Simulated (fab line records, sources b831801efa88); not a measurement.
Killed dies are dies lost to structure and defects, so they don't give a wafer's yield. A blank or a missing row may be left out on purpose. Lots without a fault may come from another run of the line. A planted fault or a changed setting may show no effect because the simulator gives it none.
Which tool did it? | flow sky130 | 12 lots, 36 wafers sampled, at 4 steps of a route of 708

WHAT THE GAUGES READ, wafer by wafer
SKY_VT_ADJUST_LVTN_OVL_MEAS_18.
lot  | measured     | on         | VT_ADJUST_LVTN_01_OVL (nm)
L546 | day 8 04:13  | overlay-02 | 2.4 1.8 0.8
L547 | day 8 18:07  | overlay-01 | -0.8 0.5 0.9
L549 | day 8 21:50  | overlay-02 | 0.0 0.4 1.0
L552 | day 10 00:53 | overlay-01 | -1.8 -1.7 -0.5
L554 | day 10 15:14 | overlay-01 | 0.1 -0.5 1.7
L555 | day 10 15:41 | overlay-02 | -0.9 -0.7 -1.0
L562 | day 12 11:58 | overlay-01 | 1.1 2.0 0.7
L564 | day 13 02:04 | overlay-01 | -2.1 -1.5 -2.1
L565 | day 13 04:16 | overlay-02 | 0.1 2.4 0.6
L566 | day 13 16:06 | overlay-02 | -0.3 1.1 -0.6
L567 | day 13 18:56 | overlay-01 | 0.3 -2.5 -1.1
L568 | day 13 19:52 | overlay-01 | -2.7 -1.9 -1.4

SKY_VT_ADJUST_PCH_TW_MEAS_10.
lot  | measured     | on            | VT_ADJUST_PCH_TW
L546 | day 10 21:09 | film_metro-01 | 141.0 141.2 140.0
L547 | day 11 14:43 | film_metro-04 | 141.0 142.4 141.0
L549 | day 11 18:00 | film_metro-04 | 142.0 142.1 142.2
L552 | day 13 02:04 | film_metro-02 | 138.9 138.4 138.9
L554 | day 13 18:23 | film_metro-01 | 141.7 141.3 140.9
L555 | day 13 19:04 | film_metro-04 | 142.7 142.0 141.8
L562 | day 15 18:57 | film_metro-04 | 141.9 143.5 142.8
L564 | day 16 10:34 | film_metro-01 | 141.0 141.6 141.0
L565 | day 16 12:45 | film_metro-04 | 115.8 116.4 115.2 115.9 115.9 116.5
L566 | day 17 02:21 | film_metro-01 | 114.3 113.5 114.8 114.2 114.2 113.8
L567 | day 17 04:10 | film_metro-04 | 141.7 141.5 142.3
L568 | day 17 05:29 | film_metro-02 | 139.3 139.8 140.2

SKY_CONTACT_CD_MEAS_14: target cd 170 nm.
lot  | measured     | on        | cd_nm (nm)
L546 | day 32 00:40 | cd_sem-02 | 168.4 169.4 166.6
L547 | day 32 16:43 | cd_sem-02 | 172.5 170.5 169.7
L549 | day 33 04:16 | cd_sem-02 | 170.4 169.2 168.2
L552 | day 34 14:48 | cd_sem-01 | 169.6 169.7 169.1
L554 | day 35 02:32 | cd_sem-01 | 171.5 171.1 172.0
L555 | day 35 03:46 | cd_sem-02 | 166.3 170.6 169.6
L562 | day 37 00:44 | cd_sem-01 | 169.0 169.8 170.0
L564 | day 37 18:49 | cd_sem-02 | 170.2 168.9 169.7
L565 | day 37 21:53 | cd_sem-01 | 172.3 171.4 170.7
L566 | day 38 05:26 | cd_sem-01 | 170.1 168.0 170.6
L567 | day 38 10:22 | cd_sem-02 | 167.0 167.4 167.5
L568 | day 38 08:50 | cd_sem-01 | 170.7 170.8 169.9

WHICH TOOL RAN EACH LOT (tool, then ch and the chambers of the sampled wafers, then the start)
lot  | SKY_VT_ADJUST_PCH_IMPLANT_08
L546 | implanter-03 ch 0, day 10 20:54
L547 | implanter-03 ch 0, day 11 14:28
L549 | implanter-04 ch 0, day 11 17:48
L552 | implanter-04 ch 0, day 13 01:51
L554 | implanter-04 ch 0, day 13 18:11
L555 | implanter-03 ch 0, day 13 18:51
L562 | implanter-03 ch 0, day 15 18:42
L564 | implanter-04 ch 0, day 16 10:19
L565 | implanter-03 ch 0, day 16 12:30
L566 | implanter-03 ch 0, day 17 02:08
L567 | implanter-04 ch 0, day 17 03:55
L568 | implanter-04 ch 0, day 17 05:15
- SKY_VT_ADJUST_PCH_IMPLANT_08

WHAT THE TOOLS THEMSELVES READ (means of the sampled wafers that have a number; where no wafer has one, the mark that the record gives instead)
SKY_VT_ADJUST_PCH_IMPLANT_08.
lot  | tool         | dose_ions_cm2 | faraday_current_uA
L546 | implanter-03 | 5e+11         | 2.85
L547 | implanter-03 | 5e+11         | 2.84
L549 | implanter-04 | 5e+11         | 2.82
L552 | implanter-04 | 5e+11         | 2.87
L554 | implanter-04 | 5e+11         | 2.87
L555 | implanter-03 | 5e+11         | 2.82
L562 | implanter-03 | 5e+11         | 2.81
L564 | implanter-04 | 5e+11         | 2.82
L565 | implanter-03 | 2e+11         | 1.22
L566 | implanter-03 | 2e+11         | 1.23
L567 | implanter-04 | 5e+11         | 2.81
L568 | implanter-04 | 5e+11         | 2.81

THE ANSWER, worked out from the rows above alone
Rule: what is usual is taken from the lots themselves. Put in order of their means at a reading, lots are off if they are a third of the lots or fewer, leave a main group of 4 or more, and stand apart from it by a gap of 3 or more times the standard deviation of the main group's means; of several such gaps the widest counts. A main group whose means are all the same, to the digits that the tables above print for the reading, isn't used. A lot without any number at a reading at which 4 lots or more have one is off too. The other lots that the step has rows for count as sound. The gauges are gone through in route order, then the tools' own readings, and for those a lot's mean is taken as printed above. The first step at which some lot is off is used, and at that step the reading that is off furthest; a lot without a number counts as furthest.
Off: L565, L566, at SKY_VT_ADJUST_PCH_TW_MEAS_10 (VT_ADJUST_PCH_TW). The main group: mean 141.2, standard deviation 1.1.
A tool fits if, at a process step before that reading, it ran every lot that is off, and no sound lot after the first of them. The gauges at SKY_VT_ADJUST_PCH_TW_MEAS_10 aren't tried: what is off there is off at SKY_VT_ADJUST_PCH_IMPLANT_08 too, on other tools, and a gauge's error can't cause that. One fits: implanter-03 at SKY_VT_ADJUST_PCH_IMPLANT_08. Its last sound lot is L562 (day 15 18:42), its first lot that is off L565 (day 16 12:30): a fault that began between those two fits.
The tool's own readings at SKY_VT_ADJUST_PCH_IMPLANT_08 bear it out: on the lots that are off they differ by more than 5 times the standard deviation of the sound lots' means. dose_ions_cm2 reads 2e+11 there against 5e+11 on the sound lots; faraday_current_uA reads 1.23 there against 2.83 on the sound lots.

WHAT THE SIMULATOR HAD PUT IN
Process parameter drift: implanter-03, from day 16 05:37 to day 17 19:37, at SKY_VT_ADJUST_PCH_IMPLANT_08. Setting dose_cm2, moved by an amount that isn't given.
Lots struck among those shown: L565, L566. The rule above found the same.
